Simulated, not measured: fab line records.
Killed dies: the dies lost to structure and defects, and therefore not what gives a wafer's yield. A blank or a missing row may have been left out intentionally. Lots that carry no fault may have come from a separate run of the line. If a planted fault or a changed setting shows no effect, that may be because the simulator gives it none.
fab line records	flow sky130
record: lots: 24	wafers: 72	last-day: 50
route steps=708 shown CAP2M@605 METAL4@630 VIA4@651
lots that met no fault: taken from a fault-free run of the same line
start-h: the number of hours between the record's first day and the start of the first shown wafer of the lot	wait-h: how many hours have passed since the lot's step before this one	" same as the row above	L1.1+2: a single row standing in for several wafers	- no value, or no start was given	* or withheld: withheld	< > ~ a bound
route shown NAME@n: names a module that has steps shown in the file, with the first one's number in the route	usual: mean/standard deviation taken from wafers without a fault	same: alike in all rows	chamber/n: place in a boat	sites: per-site readings	_std_site: how widely they spread, as a standard deviation	_edge_site: mean of outer sites minus mean of inner sites	radius-mm: how far each site lies from the wafer's centre	mask NAME#n: copy n	behind: the last tool/chamber to shape the wafer	hold: reason for holding the lot/hours on hold/outcome of the hold	device: the transistor (n, p or np) that didn't switch	end of line: tests of these same wafers at the route's end	for a step that has no rows: nothing shown but its recipe	killed: dies lost to structure and defects at the first sort, not the wafer's yield	map: per-die view of a wafer (x killed, . not killed, _ where there is no die)
set.NAME: the run value of the setting; set.NAME@STEP: its run value at that earlier step	model.NAME: the simulator's own value behind a step, which no gauge read
steps of the route over a sample of lots; a table a step, a row a wafer
services: when a tool's chamber went out of use (start-h, in hours from the record's first day, below 0 if earlier), for how many hours, and the reason
== steps ==
step: SKY_CAP2M_SPUTTER_02
recipe: material: TiN	target-thk-nm: 200	temp-c: 300	power-w: 6603	time-s: 166.7	chamber-pressure-pa: 0.4
usual: cathode-dc-power-W: 6603.1/1.1	throttle-valve-pct: 30.2/0.88
lot.wafer	tool	chamber	start-h	wait-h	cathode-dc-power-W	throttle-valve-pct
L074.3	pvd-sputter-01	-	952.41	0.0	6603.1	29.5
L074.4	"	-	"	"	6602.7	31.5
L074.6	"	-	"	"	6601.2	31.2
L075.1	pvd-sputter-04	-	953.37	0.1	6602.3	31.5
L075.3	"	-	"	"	6603.6	30.1
L075.4	"	-	"	"	6602.7	28.7
L077.4	pvd-sputter-04	-	953.93	0.0	6604.1	29.1
L077.5	"	-	"	"	6602.0	30.1
L077.6	"	-	"	"	6602.0	28.5
L076.4	pvd-sputter-01	-	955.40	0.0	6603.9	29.1
L076.5	"	-	"	"	6604.0	31.2
L076.6	"	-	"	"	6602.3	29.6
L078.2	pvd-sputter-01	-	996.77	0.0	6602.0	31.4
L078.4	"	-	"	"	6603.7	29.2
L078.5	"	-	"	"	6602.5	31.3
L079.1	pvd-sputter-03	-	997.07	0.1	6601.1	29.6
L079.2	"	-	"	"	6603.4	30.7
L079.3	"	-	"	"	6602.0	29.5
L081.1	pvd-sputter-01	-	998.61	0.1	6604.1	29.2
L081.2	"	-	"	"	6603.3	31.9
L081.4	"	-	"	"	6602.1	29.8
L080.1	pvd-sputter-03	-	999.78	0.1	6603.7	29.9
L080.2	"	-	"	"	6601.5	29.3
L080.4	"	-	"	"	6604.1	29.8
L082.1	pvd-sputter-03	-	1000.12	0.1	6604.0	29.8
L082.4	"	-	"	"	6603.4	30.8
L082.6	"	-	"	"	6602.6	29.6
L084.2	pvd-sputter-03	-	1005.94	0.0	6603.1	29.6
L084.4	"	-	"	"	6604.5	29.8
L084.5	"	-	"	"	6601.2	29.5
L083.2	pvd-sputter-01	-	1007.79	0.0	6603.5	29.8
L083.4	"	-	"	"	6602.4	29.3
L083.6	"	-	"	"	6603.2	31.6
L085.1	pvd-sputter-04	-	1008.92	0.1	6603.3	28.9
L085.2	"	-	"	"	6602.8	31.3
L085.3	"	-	"	"	6603.6	30.4
L086.3	pvd-sputter-01	-	1010.06	0.0	6603.0	29.3
L086.5	"	-	"	"	6603.2	31.5
L086.6	"	-	"	"	6602.7	29.7
L087.2	pvd-sputter-04	-	1019.11	0.0	6600.3	31.1
L087.4	"	-	"	"	6604.8	31.4
L087.6	"	-	"	"	6602.4	30.2
L088.2	pvd-sputter-03	-	1029.07	0.0	6602.0	29.2
L088.3	"	-	"	"	6605.0	30.5
L088.5	"	-	"	"	6602.9	29.9
L089.2	pvd-sputter-04	-	1029.96	0.0	6603.3	30.1
L089.3	"	-	"	"	6602.7	30.9
L089.4	"	-	"	"	6605.9	31.7
L090.1	pvd-sputter-04	-	1044.09	0.1	6602.1	30.4
L090.2	"	-	"	"	6602.2	31.0
L090.5	"	-	"	"	6601.8	29.8
L091.1	pvd-sputter-01	-	1046.72	0.1	6604.3	31.4
L091.4	"	-	"	"	6603.3	31.5
L091.5	"	-	"	"	6602.3	29.3
L092.1	pvd-sputter-03	-	1051.39	0.1	6602.4	30.8
L092.2	"	-	"	"	6601.5	30.0
L092.5	"	-	"	"	6603.3	30.5
L093.1	pvd-sputter-01	-	1064.07	0.1	6600.8	29.3
L093.2	"	-	"	"	6603.6	29.5
L093.6	"	-	"	"	6602.6	30.9
L094.4	pvd-sputter-04	-	1067.65	0.1	6603.5	31.2
L094.5	"	-	"	"	6603.8	30.1
L094.6	"	-	"	"	6602.5	28.9
L095.1	pvd-sputter-03	-	1077.06	0.1	6604.4	30.7
L095.4	"	-	"	"	6601.8	29.6
L095.6	"	-	"	"	6603.2	30.8
L096.1	pvd-sputter-03	-	1078.44	0.1	6604.2	30.6
L096.3	"	-	"	"	6602.0	29.8
L096.6	"	-	"	"	6603.7	29.9
L097.2	pvd-sputter-04	-	1084.11	0.0	6604.1	31.2
L097.4	"	-	"	"	6603.6	31.5
L097.6	"	-	"	"	6603.6	30.2
step: SKY_CAP2M_THK_MEAS_04
recipe: thk-meas-gauge: xrf	reads: TiN_of_CAP2M_SPUTTER_02
usual: CAP2M_TIN_THK: 205/3
lot.wafer	tool	chamber	start-h	wait-h	CAP2M_TIN_THK[nm]
L074.3	film-metro-03	-	952.66	0.1	207
L074.4	"	-	"	"	205
L074.6	"	-	"	"	207
L075.1	film-metro-02	-	953.60	0.1	204
L075.3	"	-	"	"	206
L075.4	"	-	"	"	202
L077.4	film-metro-01	-	954.18	0.1	203
L077.5	"	-	"	"	208
L077.6	"	-	"	"	204
L076.4	film-metro-02	-	955.66	0.1	201
L076.5	"	-	"	"	199
L076.6	"	-	"	"	199
L078.2	film-metro-01	-	997.01	0.1	206
L078.4	"	-	"	"	209
L078.5	"	-	"	"	206
L079.1	film-metro-03	-	997.30	0.1	208
L079.2	"	-	"	"	202
L079.3	"	-	"	"	206
L081.1	film-metro-03	-	998.83	0.1	209
L081.2	"	-	"	"	206
L081.4	"	-	"	"	207
L080.1	film-metro-02	-	1000.01	0.1	203
L080.2	"	-	"	"	207
L080.4	"	-	"	"	204
L082.1	film-metro-02	-	1000.35	0.1	202
L082.4	"	-	"	"	200
L082.6	"	-	"	"	208
L084.2	film-metro-01	-	1006.18	0.1	210
L084.4	"	-	"	"	207
L084.5	"	-	"	"	211
L083.2	film-metro-02	-	1008.03	0.1	205
L083.4	"	-	"	"	207
L083.6	"	-	"	"	205
L085.1	film-metro-01	-	1009.15	0.1	207
L085.2	"	-	"	"	209
L085.3	"	-	"	"	211
L086.3	film-metro-01	-	1010.30	0.1	208
L086.5	"	-	"	"	206
L086.6	"	-	"	"	206
L087.2	film-metro-01	-	1019.35	0.1	207
L087.4	"	-	"	"	203
L087.6	"	-	"	"	206
L088.2	film-metro-03	-	1029.31	0.1	208
L088.3	"	-	"	"	206
L088.5	"	-	"	"	206
L089.2	film-metro-02	-	1030.20	0.1	203
L089.3	"	-	"	"	205
L089.4	"	-	"	"	201
L090.1	film-metro-02	-	1044.32	0.1	204
L090.2	"	-	"	"	204
L090.5	"	-	"	"	203
L091.1	film-metro-03	-	1046.95	0.1	203
L091.4	"	-	"	"	205
L091.5	"	-	"	"	207
L092.1	film-metro-01	-	1051.62	0.1	201
L092.2	"	-	"	"	207
L092.5	"	-	"	"	207
L093.1	film-metro-01	-	1064.30	0.1	207
L093.2	"	-	"	"	206
L093.6	"	-	"	"	202
L094.4	film-metro-02	-	1067.85	0.1	205
L094.5	"	-	"	"	207
L094.6	"	-	"	"	203
L095.1	film-metro-02	-	1077.29	0.1	205
L095.4	"	-	"	"	210
L095.6	"	-	"	"	201
L096.1	film-metro-03	-	1078.67	0.1	209
L096.3	"	-	"	"	207
L096.6	"	-	"	"	205
L097.2	film-metro-01	-	1084.34	0.1	208
L097.4	"	-	"	"	206
L097.6	"	-	"	"	207
step: SKY_CAP2M_METAL_ETCH_13
recipe: target-depth-nm: 220	stop-on: SiO2	chemistry: Cl2/BCl3	target: TiN	pressure-mtorr: 10	icp-w: 900	bias-w: 48.5	Cl2_flow_sccm: 60	bcl3-flow-sccm: 30	time-s: 62.9
usual: drypump-motor-current-A: 5.7/0.41	oes-product-au: 0.953/0.0087	throttle-valve-pct: 21.893/0.0099
lot.wafer	tool	chamber	start-h	wait-h	drypump-motor-current-A	oes-product-au	rf-hours-counter-h	throttle-valve-pct
L074.3	rie-metal-02	0	976.88	0.0	6.4	0.953	-	21.873
L074.4	"	1	"	"	5.8	0.954	-	21.899
L074.6	"	0	"	"	6.4	0.955	-	21.897
L075.1	rie-metal-01	1	977.45	0.0	5.3	0.955	15	21.894
L075.3	"	0	"	"	5.2	0.957	-	21.892
L075.4	"	1	"	"	5.3	0.942	-	21.906
L077.4	rie-metal-04	1	977.78	0.0	6.1	0.948	-	21.896
L077.5	"	1	"	"	6.0	0.963	-	21.890
L077.6	"	0	"	"	5.8	0.949	-	21.901
L076.4	rie-metal-04	1	979.23	0.0	6.1	0.947	-	21.906
L076.5	"	0	"	"	5.8	0.944	-	21.902
L076.6	"	1	"	"	6.1	0.949	-	21.892
L078.2	rie-metal-01	0	1019.75	0.0	5.3	0.952	21	21.882
L078.4	"	0	"	"	5.2	0.962	-	21.902
L078.5	"	0	"	"	5.3	0.951	-	21.879
L079.1	rie-metal-02	1	1019.95	0.0	5.8	0.954	19	21.903
L079.2	"	0	"	"	6.4	0.950	8	21.900
L079.3	"	0	"	"	6.4	0.938	-	21.893
L081.1	rie-metal-02	0	1020.71	0.0	6.4	0.960	8	21.885
L081.2	"	1	"	"	5.8	0.950	19	21.899
L081.4	"	1	"	"	5.7	0.951	-	21.898
L080.1	rie-metal-02	0	1021.61	0.0	6.4	0.949	8	21.898
L080.2	"	1	"	"	5.8	0.960	19	21.898
L080.4	"	1	"	"	5.8	0.960	-	21.900
L082.1	rie-metal-04	1	1022.55	0.0	6.1	0.954	18	21.901
L082.4	"	1	"	"	6.1	0.944	-	21.885
L082.6	"	1	"	"	6.1	0.962	-	21.896
L084.2	rie-metal-01	1	1028.16	0.0	5.3	0.964	18	21.871
L084.4	"	1	"	"	5.3	0.957	-	21.897
L084.5	"	1	"	"	5.3	0.971	-	21.883
L083.2	rie-metal-01	1	1030.46	0.0	5.3	0.949	18	21.887
L083.4	"	0	"	"	5.3	0.965	-	21.896
L083.6	"	1	"	"	5.3	0.953	-	21.883
L085.1	rie-metal-04	0	1030.65	0.0	5.8	0.962	10	21.903
L085.2	"	1	"	"	6.1	0.957	19	21.883
L085.3	"	1	"	"	6.1	0.973	-	21.879
L086.3	rie-metal-02	1	1031.58	0.0	5.7	0.959	-	21.892
L086.5	"	0	"	"	6.4	0.956	-	21.884
L086.6	"	1	"	"	5.7	0.954	-	21.881
L087.2	rie-metal-01	0	1041.36	0.0	5.3	0.958	22	21.888
L087.4	"	0	"	"	5.2	0.949	-	21.891
L087.6	"	1	"	"	5.3	0.954	-	21.893
L088.2	rie-metal-04	1	1051.35	0.0	6.1	0.952	20	21.896
L088.3	"	1	"	"	6.1	0.952	-	21.883
L088.5	"	0	"	"	5.8	0.952	-	21.890
L089.2	rie-metal-04	0	1052.60	0.0	5.8	0.937	11	21.898
L089.3	"	0	"	"	5.8	0.952	-	21.891
L089.4	"	1	"	"	6.1	0.951	-	21.896
L090.1	rie-metal-04	0	1066.36	0.0	5.9	0.953	12	21.887
L090.2	"	1	"	"	6.1	0.961	21	21.899
L090.5	"	0	"	"	5.8	0.953	-	21.887
L091.1	rie-metal-02	0	1069.25	0.0	6.4	0.942	13	21.905
L091.4	"	0	"	"	6.4	0.942	-	21.903
L091.5	"	1	"	"	5.7	0.948	-	21.879
L092.1	rie-metal-04	1	1072.80	0.0	6.1	0.938	21	21.893
L092.2	"	0	"	"	5.7	0.961	12	21.883
L092.5	"	0	"	"	5.8	0.954	-	21.889
L093.1	rie-metal-01	1	1085.00	0.0	5.3	0.952	21	21.897
L093.2	"	0	"	"	5.3	0.954	25	21.895
L093.6	"	0	"	"	5.3	0.952	-	21.890
L094.4	rie-metal-02	1	1088.78	0.0	5.8	0.965	-	21.886
L094.5	"	0	"	"	6.4	0.959	-	21.893
L094.6	"	1	"	"	5.8	0.948	-	21.900
L095.1	rie-metal-01	1	1096.01	0.0	5.3	0.954	22	21.876
L095.4	"	0	"	"	5.3	0.962	-	21.909
L095.6	"	0	"	"	5.3	0.938	-	21.905
L096.1	rie-metal-01	1	1098.30	0.0	5.3	0.958	22	21.893
L096.3	"	1	"	"	5.3	0.956	-	21.872
L096.6	"	1	"	"	5.3	0.954	-	21.898
L097.2	rie-metal-01	1	1104.05	0.0	5.3	0.967	23	21.874
L097.4	"	0	"	"	5.3	0.964	-	21.893
L097.6	"	0	"	"	5.3	0.953	-	21.908
step: SKY_METAL4_OVL_MEAS_14
usual: METAL4_OVL: 4/5.9
lot.wafer	tool	chamber	start-h	wait-h	METAL4_OVL[nm]
L074.3	overlay-01	-	1001.45	0.1	12
L074.4	"	-	"	"	1
L074.6	"	-	"	"	10
L075.1	overlay-01	-	1002.09	0.1	4
L075.3	"	-	"	"	-1
L075.4	"	-	"	"	8
L077.4	overlay-02	-	1002.34	0.1	-7
L077.5	"	-	"	"	-5
L077.6	"	-	"	"	-2
L076.4	overlay-02	-	1003.34	0.1	9
L076.5	"	-	"	"	2
L076.6	"	-	"	"	11
L078.2	overlay-01	-	1043.40	0.1	-3
L078.4	"	-	"	"	-4
L078.5	"	-	"	"	4
L079.1	overlay-02	-	1043.53	0.1	9
L079.2	"	-	"	"	-2
L079.3	"	-	"	"	5
L081.1	overlay-02	-	1044.09	0.1	7
L081.2	"	-	"	"	5
L081.4	"	-	"	"	8
L080.1	overlay-02	-	1044.74	0.1	9
L080.2	"	-	"	"	-1
L080.4	"	-	"	"	5
L082.1	overlay-02	-	1045.89	0.1	4
L082.4	"	-	"	"	3
L082.6	"	-	"	"	3
L084.2	overlay-02	-	1051.20	0.1	12
L084.4	"	-	"	"	0
L084.5	"	-	"	"	8
L083.2	overlay-02	-	1053.39	0.1	-4
L083.4	"	-	"	"	-1
L083.6	"	-	"	"	-8
L085.1	overlay-02	-	1053.74	0.1	-3
L085.2	"	-	"	"	4
L085.3	"	-	"	"	-3
L086.3	overlay-02	-	1054.70	0.1	4
L086.5	"	-	"	"	-1
L086.6	"	-	"	"	1
L087.2	overlay-02	-	1064.88	0.1	4
L087.4	"	-	"	"	9
L087.6	"	-	"	"	5
L088.2	overlay-01	-	1073.54	0.1	-1
L088.3	"	-	"	"	6
L088.5	"	-	"	"	8
L089.2	overlay-02	-	1075.00	0.1	2
L089.3	"	-	"	"	7
L089.4	"	-	"	"	6
L090.1	overlay-01	-	1087.64	0.1	6
L090.2	"	-	"	"	14
L090.5	"	-	"	"	6
L091.1	overlay-02	-	1090.79	0.1	2
L091.4	"	-	"	"	1
L091.5	"	-	"	"	4
L092.1	overlay-02	-	1094.38	0.1	-7
L092.2	"	-	"	"	4
L092.5	"	-	"	"	2
L093.1	overlay-02	-	1105.63	0.1	12
L093.2	"	-	"	"	4
L093.6	"	-	"	"	3
L094.4	overlay-02	-	1108.96	0.1	2
L094.5	"	-	"	"	0
L094.6	"	-	"	"	2
L095.1	overlay-02	-	1117.24	0.1	1
L095.4	"	-	"	"	7
L095.6	"	-	"	"	3
L096.1	overlay-01	-	1119.23	0.1	22
L096.3	"	-	"	"	10
L096.6	"	-	"	"	16
L097.2	overlay-01	-	1125.14	0.1	-9
L097.4	"	-	"	"	-7
L097.6	"	-	"	"	-7
step: SKY_METAL4_METAL_ETCH_18
recipe: target-depth-a: 8450	stop-on: SiO2	over-etch-frac: 0.3	time-s: 183.1	chemistry: Cl2/BCl3	resist-sidewall-deg: 88	pressure-mtorr: 10	icp-w: 900	bias-w: 48.5	Cl2_flow_sccm: 60	bcl3-flow-sccm: 30
usual: drypump-motor-current-A: 5.6/0.64	oes-product-au: 0.866/0.0081	throttle-valve-pct: 22.264/0.0089
same: over-etch-frac: 0.3
lot.wafer	tool	chamber	start-h	wait-h	drypump-motor-current-A	oes-product-au	rf-hours-counter-h	throttle-valve-pct
L074.3	rie-metal-03	1	1001.68	0.1	6.3	0.862	-	22.256
L074.4	"	0	"	"	4.7	0.859	-	22.269
L074.6	"	0	"	"	4.7	0.861	-	22.262
L075.1	rie-metal-01	0	1002.28	0.0	5.2	0.870	20	22.277
L075.3	"	0	"	"	5.2	0.877	-	22.245
L075.4	"	1	"	"	5.3	0.863	-	22.261
L077.4	rie-metal-02	0	1002.57	0.1	6.4	0.879	-	22.259
L077.5	"	0	"	"	6.4	0.880	-	22.270
L077.6	"	1	"	"	5.8	0.869	-	22.267
L076.4	rie-metal-01	0	1003.57	0.1	5.3	0.855	-	22.260
L076.5	"	1	"	"	5.3	0.858	-	22.257
L076.6	"	0	"	"	5.3	0.856	-	22.248
L078.2	rie-metal-03	0	1043.71	0.0	4.7	0.872	17	22.265
L078.4	"	0	"	"	4.7	0.884	-	22.271
L078.5	"	0	"	"	4.7	0.881	-	22.269
L079.1	rie-metal-02	0	1043.71	0.0	6.4	0.866	9	22.275
L079.2	"	0	"	"	6.4	0.848	-	22.253
L079.3	"	0	"	"	6.4	0.867	-	22.268
L081.1	rie-metal-03	0	1044.28	0.0	4.7	0.861	17	22.261
L081.2	"	1	"	"	6.3	0.869	18	22.281
L081.4	"	0	"	"	4.7	0.869	-	22.250
L080.1	rie-metal-03	1	1044.92	0.0	6.2	0.856	18	22.265
L080.2	"	0	"	"	4.7	0.863	17	22.264
L080.4	"	1	"	"	6.3	0.860	-	22.269
L082.1	rie-metal-02	0	1046.08	0.0	6.4	0.871	10	22.267
L082.4	"	0	"	"	6.4	0.867	-	22.260
L082.6	"	0	"	"	6.4	0.872	-	22.253
L084.2	rie-metal-03	0	1051.51	0.0	4.7	0.863	18	22.258
L084.4	"	1	"	"	6.2	0.860	-	22.267
L084.5	"	1	"	"	6.2	0.874	-	22.258
L083.2	rie-metal-03	1	1053.70	0.0	6.2	0.848	19	22.266
L083.4	"	0	"	"	4.7	0.869	-	22.273
L083.6	"	0	"	"	4.7	0.855	-	22.265
L085.1	rie-metal-01	1	1054.06	0.0	5.3	0.884	19	22.257
L085.2	"	0	"	"	5.3	0.861	24	22.255
L085.3	"	1	"	"	5.3	0.865	-	22.266
L086.3	rie-metal-02	0	1054.94	0.1	6.4	0.857	-	22.268
L086.5	"	1	"	"	5.8	0.855	-	22.275
L086.6	"	0	"	"	6.4	0.860	-	22.277
L087.2	rie-metal-01	1	1065.06	0.0	5.3	0.866	20	22.258
L087.4	"	0	"	"	5.2	0.858	-	22.254
L087.6	"	1	"	"	5.3	0.871	-	22.263
L088.2	rie-metal-02	1	1073.72	0.0	5.8	0.863	1	22.258
L088.3	"	0	"	"	6.4	0.870	-	22.269
L088.5	"	0	"	"	6.4	0.861	-	22.267
L089.2	rie-metal-02	0	1075.18	0.0	6.4	0.869	13	22.269
L089.3	"	1	"	"	5.8	0.866	-	22.274
L089.4	"	0	"	"	6.4	0.864	-	22.260
L090.1	rie-metal-03	0	1087.82	0.0	4.7	0.869	21	22.263
L090.2	"	1	"	"	6.2	0.879	21	22.264
L090.5	"	1	"	"	6.2	0.880	-	22.251
L091.1	rie-metal-02	1	1090.97	0.0	5.8	0.862	2	22.253
L091.4	"	0	"	"	6.4	0.872	-	22.255
L091.5	"	0	"	"	6.4	0.870	-	22.248
L092.1	rie-metal-03	1	1094.56	0.0	6.2	0.877	23	22.260
L092.2	"	0	"	"	4.6	0.876	22	22.260
L092.5	"	0	"	"	4.7	0.871	-	22.247
L093.1	rie-metal-03	1	1105.81	0.0	6.2	0.877	24	22.261
L093.2	"	0	"	"	4.7	0.876	23	22.252
L093.6	"	0	"	"	4.7	0.883	-	22.268
L094.4	rie-metal-02	0	1109.19	0.1	6.4	0.862	-	22.250
L094.5	"	1	"	"	5.8	0.853	-	22.272
L094.6	"	0	"	"	6.4	0.870	-	22.258
L095.1	rie-metal-01	1	1117.42	0.0	5.3	0.861	24	22.265
L095.4	"	1	"	"	5.3	0.875	-	22.275
L095.6	"	1	"	"	5.3	0.869	-	22.264
L096.1	rie-metal-01	1	1119.41	0.0	5.3	0.848	24	22.263
L096.3	"	1	"	"	5.3	0.857	-	22.265
L096.6	"	1	"	"	5.3	0.873	-	22.281
L097.2	rie-metal-01	1	1125.38	0.1	5.3	0.860	-	22.273
L097.4	"	1	"	"	5.3	0.861	-	22.248
L097.6	"	1	"	"	5.3	0.860	-	22.270
step: SKY_VIA4_ETCH_12
recipe: target: SiO2	chemistry: C4F8/O2/Ar	stop-on: TiN	mask-material: NOVOLAK	source-w: 1500	bias-w: 1200	pressure-mtorr: 40	c4f8-flow-sccm: withheld	O2_flow_sccm: 6	Ar_flow_sccm: 300	time-s: withheld	target-depth-a: 5800
usual: oes-product-au: 0.926/0.0053
lot.wafer	tool	chamber	start-h	wait-h	oes-product-au
L074.3	rie-diel-02	1	1025.30	0.0	0.928
L074.4	"	0	"	"	0.936
L074.6	"	0	"	"	0.924
L075.1	rie-diel-04	3	1025.74	0.0	0.914
L075.3	"	1	"	"	0.927
L075.4	"	2	"	"	0.923
L077.4	rie-diel-02	1	1026.04	0.0	0.918
L077.5	"	0	"	"	0.934
L077.6	"	3	"	"	0.927
L076.4	rie-diel-02	0	1027.44	0.0	0.929
L076.5	"	0	"	"	0.922
L076.6	"	1	"	"	0.930
L078.2	rie-diel-02	3	1066.94	0.0	0.930
L078.4	"	2	"	"	0.928
L078.5	"	1	"	"	0.919
L079.1	rie-diel-03	0	1067.80	0.0	0.930
L079.2	"	3	"	"	0.926
L079.3	"	1	"	"	0.931
L081.1	rie-diel-04	3	1068.15	0.0	0.927
L081.2	"	2	"	"	0.922
L081.4	"	0	"	"	0.923
L080.1	rie-diel-03	3	1068.99	0.0	0.924
L080.2	"	0	"	"	0.922
L080.4	"	2	"	"	0.921
L082.1	rie-diel-04	1	1069.55	0.0	0.920
L082.4	"	3	"	"	0.919
L082.6	"	1	"	"	0.925
L084.2	rie-diel-03	2	1074.90	0.0	0.921
L084.4	"	0	"	"	0.930
L084.5	"	2	"	"	0.927
L083.2	rie-diel-03	1	1077.25	0.0	0.926
L083.4	"	3	"	"	0.928
L083.6	"	3	"	"	0.928
L085.1	rie-diel-04	3	1077.84	0.0	0.927
L085.2	"	1	"	"	0.921
L085.3	"	0	"	"	0.929
L086.3	rie-diel-02	1	1078.14	0.0	0.930
L086.5	"	3	"	"	0.926
L086.6	"	2	"	"	0.926
L087.2	rie-diel-02	2	1086.89	0.0	0.926
L087.4	"	1	"	"	0.927
L087.6	"	3	"	"	0.924
L088.2	rie-diel-04	0	1095.40	0.0	0.931
L088.3	"	1	"	"	0.926
L088.5	"	0	"	"	0.922
L089.2	rie-diel-03	1	1095.80	0.0	0.927
L089.3	"	2	"	"	0.928
L089.4	"	0	"	"	0.918
L090.1	rie-diel-03	1	1110.79	0.0	0.931
L090.2	"	2	"	"	0.923
L090.5	"	2	"	"	0.929
L091.1	rie-diel-03	3	1112.94	0.0	0.922
L091.4	"	0	"	"	0.925
L091.5	"	0	"	"	0.935
L092.1	rie-diel-04	1	1116.10	0.0	0.923
L092.2	"	3	"	"	0.923
L092.5	"	1	"	"	0.934
L093.1	rie-diel-04	1	1127.30	0.0	0.916
L093.2	"	2	"	"	0.921
L093.6	"	3	"	"	0.929
L094.4	rie-diel-02	1	1129.00	0.0	0.930
L094.5	"	3	"	"	0.921
L094.6	"	2	"	"	0.923
L095.1	rie-diel-02	2	1139.25	0.0	0.926
L095.4	"	1	"	"	0.940
L095.6	"	0	"	"	0.920
L096.1	rie-diel-03	2	1141.64	0.0	0.935
L096.3	"	3	"	"	0.925
L096.6	"	3	"	"	0.928
L097.2	rie-diel-02	1	1145.60	0.0	0.931
L097.4	"	3	"	"	0.924
L097.6	"	2	"	"	0.920
== services ==
tool	chamber	start-h	hours	kind
rie-diel-03	2	937.70	2.7	repair
rie-metal-03	1	939.84	8.7	repair
rie-diel-02	2	948.86	3.0	repair
pvd-sputter-03	-	956.95	2.0	repair
rie-metal-02	1	978.43	20.2	repair
rie-diel-03	1	982.91	5.8	repair
pvd-sputter-04	-	995.11	10.4	repair
pvd-sputter-03	-	1032.88	9.4	repair
rie-metal-02	1	1040.36	-	clean
rie-metal-02	1	1040.36	13.5	scheduled-down
pvd-sputter-01	-	1048.57	8.6	repair
rie-metal-04	-	1067.15	2.8	pm
rie-diel-02	0	1076.65	5.6	repair
rie-diel-02	1	1088.23	5.2	repair
rie-diel-04	3	1095.25	20.5	repair
pvd-sputter-01	-	1111.31	4.1	repair
rie-metal-01	0	1116.68	-	clean
rie-metal-01	0	1116.68	-	consumable-replace:focus-ring
rie-metal-01	0	1116.68	13.0	scheduled-down
rie-metal-01	0	1116.68	13.0	vent-cycle
pvd-sputter-01	-	1118.13	0.7	repair
rie-diel-03	3	1123.32	1.4	repair
pvd-sputter-03	-	1138.90	2.9	repair
pvd-sputter-04	-	1142.08	1.7	repair
== key ==
fault none
